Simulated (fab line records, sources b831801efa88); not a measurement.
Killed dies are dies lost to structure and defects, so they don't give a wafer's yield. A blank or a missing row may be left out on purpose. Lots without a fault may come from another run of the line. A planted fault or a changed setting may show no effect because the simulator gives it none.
Which tool did it? | flow sky130 | 11 lots, 33 wafers sampled, at 6 steps of a route of 708

WHAT THE GAUGES READ, wafer by wafer
SKY_NWELL_TW_MEAS_15. Usual: NWELL_TW 1834, standard deviation 9.1.
lot  | measured     | on            | NWELL_TW          | flag
L392 | day 4 19:47  | film_metro-04 | 1832 1838 1839    |
L399 | day 6 13:58  | film_metro-03 | 30 30 31 30 30 30 | OFF
L400 | day 6 19:41  | film_metro-03 | 30 30 30 30 30 30 | OFF
L406 | day 8 07:56  | film_metro-02 | 1835 1837 1825    |
L407 | day 8 14:56  | film_metro-02 | 1822 1823 1832    |
L408 | day 8 19:44  | film_metro-04 | 1840 1831 1834    |
L409 | day 9 01:59  | film_metro-03 | 1845 1840 1844    |
L410 | day 9 05:18  | film_metro-03 | 1838 1828 1847    |
L411 | day 9 11:34  | film_metro-04 | 1840 1844 1857    |
L413 | day 9 22:35  | film_metro-03 | 1840 1840 1825    |
L414 | day 10 12:08 | film_metro-04 | 1826 1833 1822    |

SKY_VIA1_CD_MEAS_12: target cd 150 nm. Usual: cd_nm 149.9 nm, standard deviation 1.5.
lot  | measured     | on        | cd_nm (nm)        | flag
L392 | day 34 11:38 | cd_sem-01 | 149.8 150.2 150.2 |
L406 | day 38 21:32 | cd_sem-01 | 150.2 150.5 149.8 |
L407 | day 39 06:18 | cd_sem-02 | 151.8 151.8 153.0 |
L408 | day 39 19:16 | cd_sem-02 | 148.6 150.0 151.1 |
L409 | day 39 20:23 | cd_sem-01 | 152.6 152.1 151.6 |
L410 | day 40 00:17 | cd_sem-02 | 149.4 148.0 146.8 |
L411 | day 40 02:35 | cd_sem-02 | 151.5 152.0 150.0 |
L413 | day 40 16:40 | cd_sem-01 | 147.4 147.6 147.5 |
L414 | day 41 07:50 | cd_sem-02 | 150.4 148.6 148.6 |

WHICH TOOL RAN EACH LOT (tool, then ch and the chambers of the sampled wafers, then the start)
lot  | SKY_PWDE_STRIP_09                   | SKY_NWELL_STRIP_14                   | SKY_SONOS_ONO_STRIP_17               | SKY_CONTACT_SPUTTER_23
L392 | plasma_asher-02 ch 0,1, day 4 02:16 | plasma_asher-04 ch 0,1, day 4 19:41  | plasma_asher-04 ch 0,1, day 12 23:51 | pvd_sputter-01, day 32 04:43
L399 | plasma_asher-02 ch 1, day 5 18:11   | plasma_asher-04 ch 0,1, day 6 13:52  | -                                    | -
L400 | plasma_asher-03 ch 0,1, day 6 00:14 | plasma_asher-03 ch 1, day 6 19:35    | -                                    | -
L406 | plasma_asher-01 ch 0,1, day 7 10:52 | plasma_asher-01 ch 0,1, day 8 07:50  | plasma_asher-04 ch 0,1, day 17 23:34 | pvd_sputter-04, day 36 16:37
L407 | plasma_asher-01 ch 0,1, day 7 17:13 | plasma_asher-03 ch 0,1, day 8 14:50  | plasma_asher-02 ch 0,1, day 18 09:37 | pvd_sputter-01, day 37 01:31
L408 | plasma_asher-03 ch 0, day 7 22:08   | plasma_asher-04 ch 0,1, day 8 19:37  | plasma_asher-04 ch 0,1, day 18 21:34 | pvd_sputter-03, day 37 13:49
L409 | plasma_asher-02 ch 1, day 8 03:19   | plasma_asher-04 ch 0,1, day 9 01:53  | plasma_asher-04 ch 0,1, day 19 01:11 | pvd_sputter-04, day 37 15:35
L410 | plasma_asher-02 ch 0,1, day 8 07:13 | plasma_asher-01 ch 0,1, day 9 05:13  | plasma_asher-04 ch 0,1, day 19 07:30 | pvd_sputter-01, day 37 20:25
L411 | plasma_asher-02 ch 0,1, day 8 13:41 | plasma_asher-01 ch 0,1, day 9 11:28  | plasma_asher-02 ch 0,1, day 19 13:05 | pvd_sputter-04, day 37 21:58
L413 | plasma_asher-02 ch 0,1, day 9 00:13 | plasma_asher-03 ch 0, day 9 22:28    | plasma_asher-01 ch 0,1, day 20 05:04 | pvd_sputter-04, day 38 12:28
L414 | plasma_asher-02 ch 0,1, day 9 09:23 | plasma_asher-01 ch 0,1, day 10 12:02 | plasma_asher-01 ch 0,1, day 20 21:14 | pvd_sputter-01, day 39 03:43
- SKY_PWDE_STRIP_09: strips in O2/N2.
- SKY_NWELL_STRIP_14: strips in O2/N2.
- SKY_SONOS_ONO_STRIP_17: strips in O2/N2.
- SKY_CONTACT_SPUTTER_23: material TiN, target thk 20 nm, time 80 s.

WHAT THE TOOLS THEMSELVES READ (means of the sampled wafers that have a number; where no wafer has one, the mark that the record gives instead)
SKY_PWDE_STRIP_09. Usual: chamber_pressure_mTorr 1499.9 mTorr, standard deviation 1.4; drypump_motor_current_A 6.0 A, standard deviation 0.4; oes_product_au 0.723 a.u., standard deviation 0.0046; strip_time_to_endpoint_s 36.93 s, standard deviation 0.1.
lot  | tool            | chamber_pressure_mTorr (mTorr) | drypump_motor_current_A (A) | oes_product_au (a.u.) | strip_time_to_endpoint_s (s) | flag
L392 | plasma_asher-02 | 1500.9                         | 6.4                         | 0.722                 | 36.86                        |
L399 | plasma_asher-02 | -                              | -                           | -                     | -                            | OFF
L400 | plasma_asher-03 | -                              | -                           | -                     | -                            | OFF
L406 | plasma_asher-01 | 1499.3                         | 5.7                         | 0.721                 | 36.84                        |
L407 | plasma_asher-01 | 1499.4                         | 5.8                         | 0.726                 | 36.92                        |
L408 | plasma_asher-03 | 1499.6                         | 5.6                         | 0.721                 | 37.05                        |
L409 | plasma_asher-02 | 1500.7                         | 6.1                         | 0.721                 | 37.06                        |
L410 | plasma_asher-02 | 1501.3                         | 6.3                         | 0.721                 | 36.90                        |
L411 | plasma_asher-02 | 1501.3                         | 6.4                         | 0.727                 | 36.99                        |
L413 | plasma_asher-02 | 1500.3                         | 6.4                         | 0.729                 | 36.98                        |
L414 | plasma_asher-02 | 1499.1                         | 6.3                         | 0.722                 | 36.75                        |

SKY_NWELL_STRIP_14. Usual: chamber_pressure_mTorr 1500.0 mTorr, standard deviation 1.5; drypump_motor_current_A 5.4 A, standard deviation 0.37; oes_product_au 0.722 a.u., standard deviation 0.0048; strip_time_to_endpoint_s 36.99 s, standard deviation 0.095.
lot  | tool            | chamber_pressure_mTorr (mTorr) | drypump_motor_current_A (A) | oes_product_au (a.u.) | strip_time_to_endpoint_s (s) | flag
L392 | plasma_asher-04 | 1499.9                         | 5.1                         | 0.724                 | 37.04                        |
L399 | plasma_asher-04 | 1499.5                         | 4.9                         | 0.736                 | 81.38                        | OFF
L400 | plasma_asher-03 | 1499.6                         | 5.5                         | 0.738                 | 81.25                        | OFF
L406 | plasma_asher-01 | 1500.2                         | 5.7                         | 0.719                 | 36.93                        |
L407 | plasma_asher-03 | 1498.8                         | 5.6                         | 0.727                 | 36.85                        |
L408 | plasma_asher-04 | 1499.1                         | 4.9                         | 0.719                 | 36.90                        |
L409 | plasma_asher-04 | 1500.1                         | 5.0                         | 0.725                 | 36.98                        |
L410 | plasma_asher-01 | 1499.8                         | 5.7                         | 0.720                 | 36.96                        |
L411 | plasma_asher-01 | 1502.5                         | 5.8                         | 0.720                 | 37.01                        |
L413 | plasma_asher-03 | 1499.9                         | 5.6                         | 0.722                 | 37.14                        |
L414 | plasma_asher-01 | 1499.6                         | 5.7                         | 0.728                 | 37.02                        |

SKY_SONOS_ONO_STRIP_17. Usual: chamber_pressure_mTorr 1500 mTorr, standard deviation 3.2; drypump_motor_current_A 5.6 A, standard deviation 0.63; oes_product_au 0.711 a.u., standard deviation 0.0046; strip_time_to_endpoint_s 14.09 s, standard deviation 0.037.
lot  | tool            | chamber_pressure_mTorr (mTorr) | drypump_motor_current_A (A) | oes_product_au (a.u.) | strip_time_to_endpoint_s (s) | flag
L392 | plasma_asher-04 | 1501                           | 4.9                         | 0.708                 | 14.10                        |
L406 | plasma_asher-04 | 1499                           | 5.1                         | 0.710                 | 14.08                        |
L407 | plasma_asher-02 | 1500                           | 6.3                         | 0.706                 | 14.04                        |
L408 | plasma_asher-04 | 1500                           | 5.2                         | 0.711                 | 14.09                        |
L409 | plasma_asher-04 | 1500                           | 5.2                         | 0.717                 | 14.11                        |
L410 | plasma_asher-04 | 1500                           | 5.2                         | 0.713                 | 14.03                        |
L411 | plasma_asher-02 | 1499                           | 6.4                         | 0.710                 | 14.10                        |
L413 | plasma_asher-01 | 1501                           | 5.7                         | 0.711                 | 14.05                        |
L414 | plasma_asher-01 | 1500                           | 5.7                         | 0.710                 | 14.09                        |

SKY_CONTACT_SPUTTER_23. Usual: throttle_valve_pct 29.9 %, standard deviation 0.86.
lot  | tool           | throttle_valve_pct (%) | flag
L392 | pvd_sputter-01 | 29.6                   |
L406 | pvd_sputter-04 | 30.0                   |
L407 | pvd_sputter-01 | 29.0                   |
L408 | pvd_sputter-03 | 30.3                   |
L409 | pvd_sputter-04 | 30.2                   |
L410 | pvd_sputter-01 | 29.2                   |
L411 | pvd_sputter-04 | 30.3                   |
L413 | pvd_sputter-04 | 29.7                   |
L414 | pvd_sputter-01 | 28.8                   |

THE ANSWER, worked out from the rows above alone
Rule: a lot is off if the mean of its wafers that have a number lies more than 3 standard deviations from the usual mean. A lot without any number at a reading at which 4 lots or more have one is off too. The other lots that the step has rows for count as sound. The gauges are gone through in route order, then the tools' own readings, and for those a lot's mean is taken as printed above. The first step at which some lot is off is used, and at that step the reading that is off furthest; a lot without a number counts as furthest.
Off: L399, L400, at SKY_NWELL_TW_MEAS_15 (NWELL_TW).
A tool fits if, at a process step before that reading, it ran every lot that is off, and no sound lot after the first of them. The gauges at SKY_NWELL_TW_MEAS_15 aren't tried: what is off there is off at SKY_PWDE_STRIP_09 too, on other tools, and a gauge's error can't cause that. None of those tried fits.

WHAT THE SIMULATOR HAD PUT IN
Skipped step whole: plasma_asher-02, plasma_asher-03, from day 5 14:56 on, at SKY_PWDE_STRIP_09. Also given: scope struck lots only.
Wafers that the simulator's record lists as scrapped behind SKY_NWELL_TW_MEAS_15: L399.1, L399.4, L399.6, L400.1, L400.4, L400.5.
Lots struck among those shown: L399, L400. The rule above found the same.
